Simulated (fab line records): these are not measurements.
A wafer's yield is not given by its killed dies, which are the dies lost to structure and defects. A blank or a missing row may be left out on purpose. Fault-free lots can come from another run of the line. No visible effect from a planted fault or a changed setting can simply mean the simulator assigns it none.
fab line records ; flow gf180mcu
[record] lots = 12; wafers = 36; last-day = 34
route steps=602 shown POLY_GATE@170 HV_LDD@211 NSD@247 PSD@263
lots untouched by any fault: they come from a run of this same line in which no faults occurred
start-h: hours from the record's first day to the start of the lot's first wafer shown ; wait-h: hours elapsed since this lot's preceding step ; " identical to the entry in the row above ; L1.1+2: a single row standing in for several wafers ; - either no value or no given start ; * or withheld: withheld ; < > ~ a bound
route shown NAME@n: a module of which the file shows steps, and the number in the route of the first ; usual: the fault-free wafers' mean and standard deviation ; same: alike in all rows ; chamber/n: place in a boat ; sites: each site's reading ; _std_site: standard deviation across them ; _edge_site: outer sites' mean less inner sites' ; radius-mm: how far each site lies from the wafer's centre ; mask NAME#n: copy n ; behind: the tool/chamber that last shaped the wafer ; hold: cause of the lot's hold/its duration in hours/its outcome ; device: the transistor (n, p or np) that didn't switch ; end of line: tests of these same wafers at the route's end ; step lacking rows: just its recipe ; killed: dies lost to structure and defects at the first sort, not the wafer's yield ; map: a wafer's dies, x killed, . not, _ none there
set.NAME: the setting as run; set.NAME@STEP: as run at that earlier step ; model.NAME: the simulator's own value behind a step, which no gauge read
route steps across a sampled set of lots; one table per step, one row per wafer
services: a tool's chamber out of use, with start hour (start-h, from the record's first day; less than 0 if before it), hours out, and reason
[[steps]]
[step GF_POLY_GATE_ETCH_13]
[recipe] target = poly-Si; target-depth-nm = 198.5; stop-on = SiO2; over-etch-frac = 0.403; chemistry = HBr/Cl2; icp-w = 400; bias-w = 100; pressure-mtorr = 10; HBr_flow_sccm = 150; Cl2_flow_sccm = 50; time-s = 69.6
[usual] drypump-motor-current-A = 5.7/0.66; oes-product-au = 0.990/0.0087; throttle-valve-pct = 33.685/0.0092
lot.wafer;tool;chamber;start-h;wait-h;drypump-motor-current-A;oes-product-au;rf-hours-counter-h;throttle-valve-pct
L670.2;rie-si-02;0;196.77;-;5.1;0.985;2;33.672
L670.5;rie-si-02;1;196.77;-;5.2;0.992;-;33.665
L670.6;rie-si-02;0;196.77;-;5.1;0.982;-;33.669
L671.2;rie-si-02;3;217.40;-;6.2;0.999;1;33.687
L671.4;rie-si-02;0;217.40;-;5.1;0.975;2;33.686
L671.5;rie-si-02;2;217.40;-;6.8;0.990;-;33.689
L673.4;rie-si-02;2;225.07;-;6.9;1.002;0;33.685
L673.5;rie-si-02;0;225.07;-;5.1;0.982;-;33.666
L673.6;rie-si-02;3;225.07;-;6.1;0.982;-;33.706
L675.2;rie-si-02;1;239.97;-;5.2;0.999;91;33.679
L675.4;rie-si-02;0;239.97;-;5.1;0.979;2;33.675
L675.6;rie-si-02;1;239.97;-;5.3;0.988;-;33.686
L677.1;rie-si-01;3;254.97;-;6.3;0.992;1;33.699
L677.2;rie-si-01;1;254.97;-;5.4;1.002;105;33.696
L677.4;rie-si-01;1;254.97;-;5.4;1.002;-;33.693
L678.2;rie-si-02;3;257.72;-;6.1;0.985;1;33.696
L678.5;rie-si-02;3;257.72;-;6.2;0.979;-;33.679
L678.6;rie-si-02;2;257.72;-;6.8;0.990;-;33.689
L679.1;rie-si-02;1;270.27;-;5.2;0.989;91;33.668
L679.5;rie-si-02;3;270.27;-;6.1;0.978;-;33.664
L679.6;rie-si-02;2;270.27;-;6.8;0.990;-;33.687
L680.1;rie-si-01;1;270.32;-;5.4;1.008;106;33.681
L680.2;rie-si-01;2;270.32;-;4.9;1.014;0;33.685
L680.5;rie-si-01;1;270.32;-;5.4;1.014;-;33.684
L682.1;rie-si-02;2;284.36;-;6.8;0.987;1;33.688
L682.4;rie-si-02;0;284.36;-;5.1;0.970;3;33.674
L682.5;rie-si-02;3;284.36;-;6.2;0.979;-;33.692
L683.1;rie-si-01;3;288.01;-;6.3;0.994;2;33.695
L683.3;rie-si-01;0;288.01;-;5.3;0.975;49;33.685
L683.6;rie-si-01;2;288.01;-;4.9;0.986;-;33.665
L689.4;rie-si-02;1;332.96;-;5.2;0.997;92;33.681
L689.5;rie-si-02;3;332.96;-;6.1;0.978;-;33.677
L689.6;rie-si-02;0;332.96;-;5.1;0.990;-;33.701
L693.2;rie-si-01;2;359.16;-;4.8;1.003;1;33.679
L693.3;rie-si-01;3;359.16;-;6.3;0.986;2;33.683
L693.6;rie-si-01;0;359.16;-;5.3;0.985;-;33.690
[step GF_HV_LDD_IMPLANT_35]
[recipe] species = P; energy-kev = 60; dose-cm2 = 7.5e+12; tilt-deg = 30; rotation-deg = 180
[usual] beam-energy-keV = 59.999/0.023; end-station-pressure-torr = 5.01e-06/2.6e-07
lot.wafer;tool;chamber;start-h;wait-h;beam-energy-keV;end-station-pressure-torr
L670.2;implanter-02;0;254.82;0.1;60.027;4.68e-06
L670.5;implanter-02;0;254.82;0.1;60.035;5.27e-06
L670.6;implanter-02;0;254.82;0.1;60.027;4.98e-06
L671.2;implanter-02;0;275.32;0.1;59.970;5e-06
L671.4;implanter-02;0;275.32;0.1;59.972;4.96e-06
L671.5;implanter-02;0;275.32;0.1;60.019;5.08e-06
L673.4;implanter-03;0;282.57;0.1;59.987;5.15e-06
L673.5;implanter-03;0;282.57;0.1;59.966;5.02e-06
L673.6;implanter-03;0;282.57;0.1;59.984;5.15e-06
L675.2;implanter-03;0;301.65;0.1;59.995;4.51e-06
L675.4;implanter-03;0;301.65;0.1;59.995;4.94e-06
L675.6;implanter-03;0;301.65;0.1;59.999;4.7e-06
L677.1;implanter-02;0;315.89;0.1;60.032;4.89e-06
L677.2;implanter-02;0;315.89;0.1;60.029;4.84e-06
L677.4;implanter-02;0;315.89;0.1;60.038;5.46e-06
L678.2;implanter-04;0;320.52;0.1;59.972;5.19e-06
L678.5;implanter-04;0;320.52;0.1;59.997;5.24e-06
L678.6;implanter-04;0;320.52;0.1;59.988;5.01e-06
L679.1;implanter-02;0;333.42;0.1;59.968;5.26e-06
L679.5;implanter-02;0;333.42;0.1;59.994;4.82e-06
L679.6;implanter-02;0;333.42;0.1;60.030;5.07e-06
L680.1;implanter-03;0;333.72;0.1;59.987;5.31e-06
L680.2;implanter-03;0;333.72;0.1;59.988;4.76e-06
L680.5;implanter-03;0;333.72;0.1;59.998;4.67e-06
L682.1;implanter-02;0;347.47;0.1;59.994;4.96e-06
L682.4;implanter-02;0;347.47;0.1;60.003;4.63e-06
L682.5;implanter-02;0;347.47;0.1;59.957;4.99e-06
L683.1;implanter-02;0;353.00;0.1;60.007;4.8e-06
L683.3;implanter-02;0;353.00;0.1;59.982;5.63e-06
L683.6;implanter-02;0;353.00;0.1;60.016;5.32e-06
L683.1;implanter-02;0;353.31;0.3;60.017;5.25e-06
L683.3;implanter-02;0;353.31;0.3;60.007;4.68e-06
L683.6;implanter-02;0;353.31;0.3;60.017;5.14e-06
L689.4;implanter-03;0;401.04;0.1;60.008;4.95e-06
L689.5;implanter-03;0;401.04;0.1;60.001;4.95e-06
L689.6;implanter-03;0;401.04;0.1;60.022;4.69e-06
L689.4;implanter-03;0;401.36;0.3;60.019;4.56e-06
L689.5;implanter-03;0;401.36;0.3;60.016;5.28e-06
L689.6;implanter-03;0;401.36;0.3;60.026;5.42e-06
L693.2;implanter-03;0;430.59;0.1;60.015;5e-06
L693.3;implanter-03;0;430.59;0.1;59.991;5.07e-06
L693.6;implanter-03;0;430.59;0.1;60.001;4.79e-06
L693.2;implanter-03;0;430.91;0.3;59.992;5.2e-06
L693.3;implanter-03;0;430.91;0.3;60.012;4.96e-06
L693.6;implanter-03;0;430.91;0.3;60.011;4.84e-06
[step GF_HV_LDD_TW_MEAS_38]
[usual] HV_LDD_3_TW = 1431/10
lot.wafer;tool;chamber;start-h;wait-h;HV_LDD_3_TW
L670.2;film-metro-02;-;255.20;0.1;1428
L670.5;film-metro-02;-;255.20;0.1;1431
L670.6;film-metro-02;-;255.20;0.1;1430
L671.2;film-metro-01;-;275.70;0.1;1446
L671.4;film-metro-01;-;275.70;0.1;1438
L671.5;film-metro-01;-;275.70;0.1;1442
L673.4;film-metro-03;-;282.93;0.1;1420
L673.5;film-metro-03;-;282.93;0.1;1418
L673.6;film-metro-03;-;282.93;0.1;1412
L675.2;film-metro-02;-;302.03;0.1;1440
L675.4;film-metro-02;-;302.03;0.1;1433
L675.6;film-metro-02;-;302.03;0.1;1431
L677.1;film-metro-02;-;316.29;0.1;1434
L677.2;film-metro-02;-;316.29;0.1;1435
L677.4;film-metro-02;-;316.29;0.1;1438
L678.2;film-metro-01;-;320.91;0.1;1424
L678.5;film-metro-01;-;320.91;0.1;1428
L678.6;film-metro-01;-;320.91;0.1;1433
L679.1;film-metro-01;-;333.82;0.1;1435
L679.5;film-metro-01;-;333.82;0.1;1432
L679.6;film-metro-01;-;333.82;0.1;1436
L680.1;film-metro-03;-;334.12;0.1;1423
L680.2;film-metro-03;-;334.12;0.1;1424
L680.5;film-metro-03;-;334.12;0.1;1431
L682.1;film-metro-03;-;347.87;0.1;1421
L682.4;film-metro-03;-;347.87;0.1;1427
L682.5;film-metro-03;-;347.87;0.1;1431
L683.1;film-metro-02;-;353.71;0.1;1540
L683.3;film-metro-02;-;353.71;0.1;1527
L683.6;film-metro-02;-;353.71;0.1;1540
L689.4;film-metro-01;-;401.72;0.1;1534
L689.5;film-metro-01;-;401.72;0.1;1542
L689.6;film-metro-01;-;401.72;0.1;1550
L693.2;film-metro-02;-;431.30;0.1;1546
L693.3;film-metro-02;-;431.30;0.1;1548
L693.6;film-metro-02;-;431.30;0.1;1541
[step GF_HV_LDD_RS_MEAS_53]
[recipe] thk-meas-gauge = four-point-probe
[usual] HV_LDD_RS = 418.7/0.91
lot.wafer;tool;chamber;start-h;wait-h;HV_LDD_RS[ohm/sq]
L670.2;film-metro-02;-;275.14;0.1;417.7
L670.5;film-metro-02;-;275.14;0.1;418.5
L670.6;film-metro-02;-;275.14;0.1;419.1
L671.2;film-metro-02;-;295.49;0.1;418.1
L671.4;film-metro-02;-;295.49;0.1;417.7
L671.5;film-metro-02;-;295.49;0.1;418.4
L673.4;film-metro-01;-;303.59;0.1;418.1
L673.5;film-metro-01;-;303.59;0.1;417.7
L673.6;film-metro-01;-;303.59;0.1;417.7
L675.2;film-metro-01;-;322.19;0.1;417.5
L675.4;film-metro-01;-;322.19;0.1;417.3
L675.6;film-metro-01;-;322.19;0.1;418.4
L677.1;film-metro-01;-;337.45;0.1;419.2
L677.2;film-metro-01;-;337.45;0.1;418.3
L677.4;film-metro-01;-;337.45;0.1;419.2
L678.2;film-metro-01;-;343.29;0.1;419.0
L678.5;film-metro-01;-;343.29;0.1;421.4
L678.6;film-metro-01;-;343.29;0.1;421.0
L679.1;film-metro-01;-;355.17;0.1;418.7
L679.5;film-metro-01;-;355.17;0.1;418.8
L679.6;film-metro-01;-;355.17;0.1;418.9
L680.1;film-metro-03;-;355.29;0.1;419.4
L680.2;film-metro-03;-;355.29;0.1;418.3
L680.5;film-metro-03;-;355.29;0.1;419.0
L682.1;film-metro-03;-;369.37;0.1;419.8
L682.4;film-metro-03;-;369.37;0.1;419.2
L682.5;film-metro-03;-;369.37;0.1;418.6
L683.1;film-metro-02;-;375.77;0.1;398.1
L683.3;film-metro-02;-;375.77;0.1;398.4
L683.6;film-metro-02;-;375.77;0.1;400.2
L689.4;film-metro-01;-;425.40;0.1;400.2
L689.5;film-metro-01;-;425.40;0.1;399.7
L689.6;film-metro-01;-;425.40;0.1;400.3
L693.2;film-metro-01;-;456.29;0.1;401.4
L693.3;film-metro-01;-;456.29;0.1;400.7
L693.6;film-metro-01;-;456.29;0.1;400.8
[step GF_NSD_TW_MEAS_12]
[usual] NSD_TW = 4237/32
lot.wafer;tool;chamber;start-h;wait-h;NSD_TW
L670.2;film-metro-04;-;297.67;0.1;4225
L670.5;film-metro-04;-;297.67;0.1;4226
L670.6;film-metro-04;-;297.67;0.1;4239
L671.2;film-metro-02;-;319.60;0.1;4246
L671.4;film-metro-02;-;319.60;0.1;4268
L671.5;film-metro-02;-;319.60;0.1;4249
L673.4;film-metro-02;-;327.39;0.1;4232
L673.5;film-metro-02;-;327.39;0.1;4233
L673.6;film-metro-02;-;327.39;0.1;4239
L675.2;film-metro-02;-;346.95;0.1;4216
L675.4;film-metro-02;-;346.95;0.1;4188
L675.6;film-metro-02;-;346.95;0.1;4194
L677.1;film-metro-04;-;361.44;0.1;4216
L677.2;film-metro-04;-;361.44;0.1;4226
L677.4;film-metro-04;-;361.44;0.1;4215
L678.2;film-metro-02;-;368.27;0.1;4235
L678.5;film-metro-02;-;368.27;0.1;4232
L678.6;film-metro-02;-;368.27;0.1;4237
L679.1;film-metro-04;-;380.34;0.1;4180
L679.5;film-metro-04;-;380.34;0.1;4159
L679.6;film-metro-04;-;380.34;0.1;4189
L680.1;film-metro-04;-;382.19;0.1;4183
L680.2;film-metro-04;-;382.19;0.1;4218
L680.5;film-metro-04;-;382.19;0.1;4197
L682.1;film-metro-04;-;394.96;0.1;4211
L682.4;film-metro-04;-;394.96;0.1;4212
L682.5;film-metro-04;-;394.96;0.1;4218
L683.1;film-metro-04;-;401.39;0.1;4215
L683.3;film-metro-04;-;401.39;0.1;4217
L683.6;film-metro-04;-;401.39;0.1;4223
L689.4;film-metro-04;-;453.77;0.1;4196
L689.5;film-metro-04;-;453.77;0.1;4211
L689.6;film-metro-04;-;453.77;0.1;4208
L693.2;film-metro-01;-;482.70;0.1;4308
L693.3;film-metro-01;-;482.70;0.1;4311
L693.6;film-metro-01;-;482.70;0.1;4326
[step GF_PSD_RS_MEAS_15]
[recipe] thk-meas-gauge = four-point-probe
[usual] PSD_RS = 108.64/0.28
lot.wafer;tool;chamber;start-h;wait-h;PSD_RS[ohm/sq]
L670.2;film-metro-02;-;316.90;0.1;108.23
L670.5;film-metro-02;-;316.90;0.1;108.35
L670.6;film-metro-02;-;316.90;0.1;108.40
L671.2;film-metro-04;-;341.43;0.1;108.92
L671.4;film-metro-04;-;341.43;0.1;108.47
L671.5;film-metro-04;-;341.43;0.1;109.26
L673.4;film-metro-01;-;348.64;0.1;108.59
L673.5;film-metro-01;-;348.64;0.1;108.80
L673.6;film-metro-01;-;348.64;0.1;108.70
L675.2;film-metro-04;-;368.68;0.1;108.63
L675.4;film-metro-04;-;368.68;0.1;108.49
L675.6;film-metro-04;-;368.68;0.1;108.36
L677.1;film-metro-01;-;383.77;0.1;108.84
L677.2;film-metro-01;-;383.77;0.1;108.88
L677.4;film-metro-01;-;383.77;0.1;108.76
L678.2;film-metro-02;-;392.04;0.1;108.59
L678.5;film-metro-02;-;392.04;0.1;108.57
L678.6;film-metro-02;-;392.04;0.1;108.11
L679.1;film-metro-01;-;403.96;0.1;108.87
L679.5;film-metro-01;-;403.96;0.1;108.60
L679.6;film-metro-01;-;403.96;0.1;108.48
L680.1;film-metro-01;-;404.58;0.1;108.73
L680.2;film-metro-01;-;404.58;0.1;108.51
L680.5;film-metro-01;-;404.58;0.1;108.53
L682.1;film-metro-01;-;418.78;0.1;109.17
L682.4;film-metro-01;-;418.78;0.1;108.58
L682.5;film-metro-01;-;418.78;0.1;108.73
L683.1;film-metro-01;-;425.89;0.1;108.56
L683.3;film-metro-01;-;425.89;0.1;108.63
L683.6;film-metro-01;-;425.89;0.1;108.75
L689.4;film-metro-01;-;478.97;0.1;108.68
L689.5;film-metro-01;-;478.97;0.1;108.86
L689.6;film-metro-01;-;478.97;0.1;108.59
L693.2;film-metro-04;-;507.96;0.1;108.09
L693.3;film-metro-04;-;507.96;0.1;108.21
L693.6;film-metro-04;-;507.96;0.1;108.39
[[services]]
tool;chamber;start-h;hours;kind
rie-si-02;2;191.79;-;clean
rie-si-02;2;191.79;18.7;scheduled-down
rie-si-02;2;191.79;18.7;vent-cycle
implanter-02;-;196.57;3.8;repair
implanter-04;-;207.31;7.4;repair
implanter-02;-;212.64;1.7;repair
rie-si-01;2;248.52;-;clean
rie-si-01;2;248.52;15.2;scheduled-down
rie-si-01;2;248.52;15.2;vent-cycle
implanter-03;-;256.71;7.8;repair
implanter-03;-;270.52;5.5;repair
rie-si-01;1;283.12;-;clean
rie-si-01;1;283.12;17.9;scheduled-down
rie-si-01;1;283.12;17.9;vent-cycle
rie-si-02;0;294.75;3.7;repair
rie-si-01;2;301.58;9.1;repair
rie-si-02;1;342.65;-;clean
rie-si-02;1;342.65;23.0;scheduled-down
rie-si-02;1;342.65;23.0;vent-cycle
rie-si-02;2;362.72;77.8;repair
implanter-02;-;402.12;2.2;repair
rie-si-02;1;425.19;1.1;repair
implanter-02;-;428.82;2.1;repair
[[key]]
[first-sign] step = GF_HV_LDD_IMPLANT_35; reading = visit; direction = added
[effect] step = GF_HV_LDD_TW_MEAS_38; reading = HV_LDD_3_TW; direction = up; sigmas = 11; usual = 1431; struck = 1541
[effect] step = GF_HV_LDD_RS_MEAS_53; reading = HV_LDD_RS; direction = down; sigmas = 21; usual = 418.7; struck = 400.0
met-at GF_HV_LDD_IMPLANT_35
struck-lots L683,L689,L693
tester-left-out L683,L689,L693
not-acting-at GF_POLY_GATE_ETCH_13,GF_NSD_TW_MEAS_12,GF_PSD_RS_MEAS_15
[fault] kind = repeated-step-whole; tool = implanter-02,implanter-03,implanter-04; chamber = -; onset-h = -; steps = GF_HV_LDD_IMPLANT_35; times = 1; scope = struck-lots-only
// tester-left-out: of these lots the tester's yield and bins aren't shown, on N5 and GAA mostly nor the transistor test; their killed dies are dies lost to structure and defects alone, not to doping, threshold or leakage, so they don't give the yield
